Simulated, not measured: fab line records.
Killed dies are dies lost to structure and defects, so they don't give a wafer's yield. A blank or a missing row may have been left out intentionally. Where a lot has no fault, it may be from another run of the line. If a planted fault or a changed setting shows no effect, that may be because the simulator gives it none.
Which tool did it?    flow sky130    30 wafers from 10 lots sampled at 4 of the route's 708 steps

== WHAT EACH GAUGE READ, for each wafer ==
SKY_METAL5_RS_MEAS_05: measurement is done with a four-point probe.
lot   measured      on             METAL5_ALCU_RS (ohm/sq)
L627  day 44 08:46  film_metro-03  0.0272 0.0273 0.0276
L626  day 44 13:25  film_metro-02  0.0270 0.0274 0.0271
L631  day 45 12:23  film_metro-03  0.0276 0.0273 0.0277
L632  day 45 18:17  film_metro-03  0.0263 0.0265 0.0263
L633  day 46 00:29  film_metro-04  0.0270 0.0271 0.0271
L635  day 46 14:49  film_metro-04  0.0267 0.0270 0.0263
L637  day 46 23:58  film_metro-03  0.0272 0.0271 0.0290
L640  day 47 13:07  film_metro-02  0.0269 0.0288 0.0269
L644  day 48 16:54  film_metro-02  0.0269 0.0266 0.0265
L645  day 48 22:32  film_metro-04  0.0270 0.0270 0.0265

== EACH LOT AND THE TOOL THAT RAN IT (in order: tool; ch and the chambers of the sampled wafers; start) ==
lot   SKY_VIA3_SPUTTER_20           SKY_METAL4_SPUTTER_00         SKY_METAL5_SPUTTER_02
L627  pvd_sputter-03, day 41 08:07  pvd_sputter-03, day 41 08:47  pvd_sputter-03, day 44 08:39
L626  pvd_sputter-01, day 41 11:21  pvd_sputter-03, day 41 12:01  pvd_sputter-01, day 44 13:15
L631  pvd_sputter-02, day 42 11:44  pvd_sputter-04, day 42 12:23  pvd_sputter-01, day 45 12:17
L632  pvd_sputter-03, day 42 19:29  pvd_sputter-01, day 42 20:08  pvd_sputter-02, day 45 18:10
L633  pvd_sputter-03, day 43 01:50  pvd_sputter-04, day 43 02:30  pvd_sputter-01, day 46 00:19
L635  pvd_sputter-03, day 43 15:37  pvd_sputter-01, day 43 16:17  pvd_sputter-03, day 46 14:43
L637  pvd_sputter-02, day 44 03:34  pvd_sputter-01, day 44 04:14  pvd_sputter-03, day 46 23:51
L640  pvd_sputter-02, day 44 17:47  pvd_sputter-01, day 44 18:27  pvd_sputter-03, day 47 13:00
L644  pvd_sputter-02, day 46 01:25  pvd_sputter-04, day 46 02:05  pvd_sputter-01, day 48 16:47
L645  pvd_sputter-03, day 46 08:58  pvd_sputter-04, day 46 09:38  pvd_sputter-02, day 48 22:24
- SKY_VIA3_SPUTTER_20: material TiN, target thk 20 nm, time 80 s.
- SKY_METAL4_SPUTTER_00: material Ti, target thk 15 nm, time 10 s.
- SKY_METAL5_SPUTTER_02: material AlCu, target thk 1150 nm, time 61.2 s.

== THE ANSWER, worked out from the rows above alone ==
Rule: the lots themselves supply what counts as usual. The widest of any qualifying gaps counts: lots, ordered by their means at a reading, are off when they make up no more than a third of the lots, leave a main group of 4 or more, and stand apart from it by 3 or more times the standard deviation of that group's means. Not used: any main group whose means are identical at the precision the tables above print for the reading. A lot without any number at a reading at which 4 lots or more have one is off too. Where the step has rows for the other lots, those lots are counted as sound.
None of the lots is off at any reading shown; this tells nothing.

== WHAT WAS PUT IN BY THE SIMULATOR ==
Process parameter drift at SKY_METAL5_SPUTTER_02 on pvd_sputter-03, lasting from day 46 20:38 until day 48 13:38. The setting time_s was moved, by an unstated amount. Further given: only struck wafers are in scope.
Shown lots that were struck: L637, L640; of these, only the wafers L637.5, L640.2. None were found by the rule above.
